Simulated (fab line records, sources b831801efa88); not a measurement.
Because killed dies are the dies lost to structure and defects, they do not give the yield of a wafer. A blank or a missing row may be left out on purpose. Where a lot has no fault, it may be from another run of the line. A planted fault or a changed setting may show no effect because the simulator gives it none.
Which tool is to blame? | flow sky130 | Sampling: 7 lots, 21 wafers, 2 of 708 route steps

WHAT THE GAUGES SHOWED, per wafer
SKY_LDD_HVP_OVL_MEAS_07.
lot  | measured     | on         | LDD_HVP_OVL (nm)
L315 | day 22 11:59 | overlay-02 | 0.5 -0.1 -0.1
L317 | day 23 04:48 | overlay-01 | -0.6 -3.4 -1.9
L319 | day 23 20:30 | overlay-01 | -1.0 -2.6 -3.7
L322 | day 24 18:09 | overlay-02 | -0.2 -2.3 -1.7
L328 | day 27 05:23 | overlay-02 | - - -
L333 | day 28 10:11 | overlay-01 | 0.0 2.0 0.0
L335 | day 29 00:32 | overlay-01 | -1.3 -1.1 -1.1

WHAT TOOL EACH LOT RAN ON (gives the tool, then ch and the chambers of the sampled wafers, and finally the start)
lot  | SKY_LDD_HVP_COAT_02
L315 | litho-track-03 ch 0, day 21 20:39
L317 | litho-track-04 ch 0, day 22 12:08
L319 | litho-track-04 ch 0, day 23 05:51
L322 | litho-track-04 ch 0, day 24 03:06
L328 | litho-track-02, day 26 14:26
L333 | litho-track-04 ch 0, day 27 19:44
L335 | litho-track-03 ch 0, day 28 10:42
- SKY_LDD_HVP_COAT_02: resist thk 300 nm.

THE ANSWER, worked out from the rows above alone
Rule: what is usual is taken from the lots themselves. Put in order of their means at a reading, lots are off if they are a third of the lots or fewer, leave a main group of 4 or more, and stand apart from it by a gap of 3 or more times the standard deviation of the main group's means; of several such gaps the widest counts. A main group whose means are all the same, to the digits that the tables above print for the reading, isn't used. Also off: a lot with no number at a reading for which 4 or more lots have one. The other lots that the step has rows for count as sound.
Off: at SKY_LDD_HVP_OVL_MEAS_07 (LDD_HVP_OVL), L328. Without a number there: L328. Main group: mean -1.0 nm, sd 1.1.
A tool fits if, at a process step before that reading, it ran every lot that is off, and no sound lot after the first of them. The gauges at SKY_LDD_HVP_OVL_MEAS_07 are tried like those tools. This does not decide it: 2 tools fit, namely litho-track-02 at SKY_LDD_HVP_COAT_02 and overlay-02 at SKY_LDD_HVP_OVL_MEAS_07.

WHAT THE SIMULATOR PUT IN
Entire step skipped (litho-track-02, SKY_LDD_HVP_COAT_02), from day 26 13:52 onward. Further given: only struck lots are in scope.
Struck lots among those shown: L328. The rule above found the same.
